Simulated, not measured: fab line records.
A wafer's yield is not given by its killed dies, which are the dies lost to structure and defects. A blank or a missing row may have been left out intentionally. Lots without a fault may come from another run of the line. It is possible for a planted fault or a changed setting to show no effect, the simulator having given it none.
Problem report in the 8D (eight disciplines) form, filled by code -- flow gf180mcu -- the parts of the form that need people (team, actions taken, sign-off) are left out

1. THE PROBLEM
cathodeDcPowerW at GF_M1_SPUTTER_04 reads a mean of 7454.9 W on 1 wafer of 1 lot; wafers without a fault read 6500.0 W with a standard deviation of 1.1. That is +99 or more standard deviations from the usual mean.
The step: material TiN, target thk 50 nm, time 41.7 s.
First seen on wafer L117.1, day 22 14:27, on pvdSputter-04. The record has a number at this step for 15 wafers belonging to 5 lots. By rule, "out" or "out of limits" means more than 4 standard deviations away from the usual mean. Any other wafer with a number is counted as sound.

2. WHAT THIS IS AND IS NOT
question,is,is not
which readings at this step,cathodeDcPowerW,throttleValvePct
which lots,L117,"L106, L112, L119, L122"
which wafers of those lots,L117.1,"L117.3, L117.4"
read on which tools,pvdSputter-04,"pvdSputter-01, pvdSputter-03"
when,from day 22 14:27,"up to then (8 sound wafers); but 6 sound wafers of L119, L122 came after"

3. THE SUSPECTS, EACH WITH WHAT RULES IT OUT
Counting: any tool at a process step up to the reading remains a suspect provided it ran every lot that is out. Sound lots after the first of them don't rule it out here, since some wafers of a struck lot are sound.
- cvdW-02 at GF_CONTACT_CVD_24 (deposits W, target thk 300 nm, time 90.339 s): kept. It ran the lot that is out, L117 (day 22 13:41).
- pvdSputter-04 at GF_M1_SPUTTER_00 (material Ti, target thk 37.5 nm, time 150 s): kept. It ran the lot that is out, L117 (day 22 14:16); its last sound lot up to then is L112 (day 20 16:21).
- pvdSputter-04 at GF_M1_SPUTTER_04 (material TiN, target thk 50 nm, time 41.7 s): kept. It ran the lot that is out, L117 (day 22 14:27); its last sound lot up to then is L112 (day 20 16:32). Out on those wafers are its own readings of cathodeDcPowerW.
After the count, these remain: cvdW-02 at GF_CONTACT_CVD_24, pvdSputter-04 at GF_M1_SPUTTER_00 and pvdSputter-04 at GF_M1_SPUTTER_04.

4. THE CAUSE (what the simulator had put in)
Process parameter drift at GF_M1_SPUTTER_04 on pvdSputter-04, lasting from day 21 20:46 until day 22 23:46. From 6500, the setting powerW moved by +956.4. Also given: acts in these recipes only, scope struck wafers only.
3 suspects survive the count, and this tool is in that group.

5. SEQUENCE OF EFFECTS, ordered by route
Rows list readings where the struck wafers' mean (over those with a number) sits beyond 3 standard deviations from the usual. Only readings for which the record gives a usual standard deviation are gone through. hours: the time from each lot's start at the first step in this table that gives one to its start at this step, as a median over the lots. sigmas: the change in usual standard deviations.
hours,step,reading,usual,on struck wafers,change,sigmas
0,GF_M1_SPUTTER_04,cathodeDcPowerW,6500.0 W,7454.9,+954.9,+99 or more
Process steps it contains:
- GF_M1_SPUTTER_04: material TiN, target thk 50 nm, time 41.7 s.
Later measuring or inspecting steps at which every struck wafer that the step has a row for has a number for every such reading, and none has moved that far: GF_M1_RS_MEAS_05, GF_M1_THK_MEAS_06, GF_M1_CD_MEAS_14, GF_M1_OVL_MEAS_15, GF_V1_THK_MEAS_01, GF_V1_THK_MEAS_03, GF_V1_BOW_MEAS_05.

6. HOW IT WOULD HAVE BEEN CAUGHT EARLIER
In this record no reading fell out of limits until day 22 14:27, 18 hours after the fault had begun at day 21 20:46.
